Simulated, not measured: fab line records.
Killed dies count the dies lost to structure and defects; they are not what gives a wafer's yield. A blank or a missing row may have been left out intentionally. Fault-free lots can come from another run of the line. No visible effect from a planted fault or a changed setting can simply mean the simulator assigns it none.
2 desks looking at one fault | flow sky130 | numbers are kept per desk, each desk with only its own; the story behind them comes last

## THE TOOL OWNER'S DESK: lpcvd-03
The tool's own readings at SKY_SONOS_ONO_CVD_04 (deposits SiO2 from SiH4/N2O, target thk 5.7199 nm): means of the sampled wafers that have a number, for each lot that ran on this tool. Any lot whose mean is over 4 standard deviations away from the usual mean is out of limits and marked OUT; that distance is given in the brackets. 7 of its 9 readings are shown: the first one out of limits and those lying furthest out on some lot.
Columns: A = spike_tc_bottom_C at SKY_SONOS_ONO_CVD_04, usual 918.7 C; B = spike_tc_centre_C at SKY_SONOS_ONO_CVD_04, usual 902.2 C; C = spike_tc_lower_C at SKY_SONOS_ONO_CVD_04, usual 899.0 C; D = spike_tc_top_C at SKY_SONOS_ONO_CVD_04, usual 913.3 C; E = spike_tc_upper_C at SKY_SONOS_ONO_CVD_04, usual 900.8 C; F = susceptor_temp_C at SKY_SONOS_ONO_CVD_04, usual 900.0 C; G = zone_power_upper_pct at SKY_SONOS_ONO_CVD_04, usual 18.7 %
lot  | first seen here | A               | B               | C               | D               | E               | F                       | G
L743 | day 11 11:03    | 920.7           | 902.8           | 898.2           | 912.5           | 900.5           | 900.5                   | 18.6
L745 | day 12 04:46    | 915.2           | 902.0           | 899.5           | 914.2           | 902.2           | 900.1                   | 19.0
L746 | day 12 10:10    | 916.2           | 902.0           | 900.6           | 913.9           | 901.7           | 899.5                   | 19.0
L747 | day 12 12:59    | 920.8           | 902.9           | 898.0           | 912.2           | 900.1           | 899.9                   | 18.5
L749 | day 13 18:37    | 915.5           | 901.3           | 900.0           | 914.6           | 900.9           | 900.0                   | 19.1
L750 | day 14 00:51    | 920.9           | 903.0           | 898.7           | 912.4           | 900.5           | 900.0                   | 18.6
L752 | day 14 10:31    | 921.1           | 902.1           | 897.2           | 912.9           | 900.0           | 900.1                   | 18.6
L753 | day 15 06:07    | 920.9           | 901.3           | 897.5           | 912.6           | 900.5           | 899.7                   | 18.3
L757 | day 16 06:15    | 916.0           | 901.7           | 900.9           | 914.6           | 901.3           | 900.0                   | 19.1
L761 | day 17 14:18    | 975.2 (+19) OUT | 955.0 (+53) OUT | 951.4 (+35) OUT | 965.9 (+44) OUT | 954.1 (+48) OUT | 953.1 (+99 or more) OUT | 21.0 (+6.8) OUT
L762 | day 18 03:10    | 968.4 (+17) OUT | 954.5 (+53) OUT | 953.2 (+36) OUT | 965.5 (+44) OUT | 953.5 (+48) OUT | 953.0 (+99 or more) OUT | 21.8 (+9.1) OUT
L763 | day 18 08:41    | 974.9 (+19) OUT | 954.5 (+53) OUT | 951.6 (+35) OUT | 965.0 (+43) OUT | 954.3 (+49) OUT | 952.6 (+99 or more) OUT | 21.2 (+7.3) OUT
This desk finds L761, L762, L763 out of limits, L761 being first, at day 17 14:18 (spike_tc_bottom_C at SKY_SONOS_ONO_CVD_04). In limits: L743, L745, L746, L747, L749, L750, L752, L753, L757.

## THE METROLOGY DESK
What the gauges read, lot by lot, whatever tool the lot ran on: means of the sampled wafers that have a number. Any lot whose mean is over 4 standard deviations away from the usual mean is out of limits and marked OUT; that distance is given in the brackets.
Columns: A = VT_ADJUST_LVTN_TW at SKY_VT_ADJUST_LVTN_TW_MEAS_10, usual 240.5; B = VT_ADJUST_LVTN_01_OVL at SKY_VT_ADJUST_LVTN_OVL_MEAS_18, usual 0.2 nm; C = SONOS_ONO_CVD_04_THK at SKY_SONOS_ONO_THK_MEAS_05, usual 5.73 nm; D = GATE_OXIDE_OVL at SKY_GATE_OXIDE_OVL_MEAS_10, usual 0.1 nm
lot  | first seen here | A     | B    | C              | D
L743 | day 6 20:41     | 239.0 | 0.3  | 5.86           | 1.5
L745 | day 7 08:32     | 240.4 | -1.9 | 5.60           | -1.1
L746 | day 7 12:19     | 243.1 | 1.3  | 5.66           | -3.6
L747 | day 7 18:57     | 238.1 | 0.0  | 5.86           | -0.1
L749 | day 8 17:37     | 238.7 | 1.7  | 5.74           | -1.9
L750 | day 8 21:01     | 242.9 | -0.8 | 5.89           | -1.9
L752 | day 9 08:43     | 240.8 | -0.2 | 5.78           | 0.3
L753 | day 10 00:02    | 239.6 | -0.6 | 5.60           | 0.7
L757 | day 10 18:46    | 240.3 | -0.6 | 5.66           | 0.7
L761 | day 11 21:02    | 239.6 | -0.1 | 9.24 (+35) OUT | 0.6
L762 | day 12 07:26    | 241.0 | 1.2  | 9.12 (+34) OUT | 0.9
L763 | day 12 12:35    | 241.4 | -0.2 | 9.21 (+35) OUT | 1.1
Per this desk, out of limits: L761, L762, L763; the first was L761, day 17 15:34 (SONOS_ONO_CVD_04_THK at SKY_SONOS_ONO_THK_MEAS_05). In limits: L743, L745, L746, L747, L749, L750, L752, L753, L757.

## BROUGHT TOGETHER
At day 17 14:18, on L761, L762, L763, the tool owner's desk was in a position to raise an alarm.
Metrology desk: alarm possible at day 17 15:34 on L761, L762, L763.
All the named lots went through SKY_SONOS_ONO_CVD_04 on lpcvd-03.

## WHAT THE SIMULATOR HAD PUT IN
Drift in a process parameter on lpcvd-03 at SKY_SONOS_ONO_CVD_04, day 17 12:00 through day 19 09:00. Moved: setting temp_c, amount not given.
Shown lots that were struck: L761, L762, L763.
Time in hours from fault onset to the first out-of-limits reading at each desk: tool owner's desk 2, metrology desk 4.
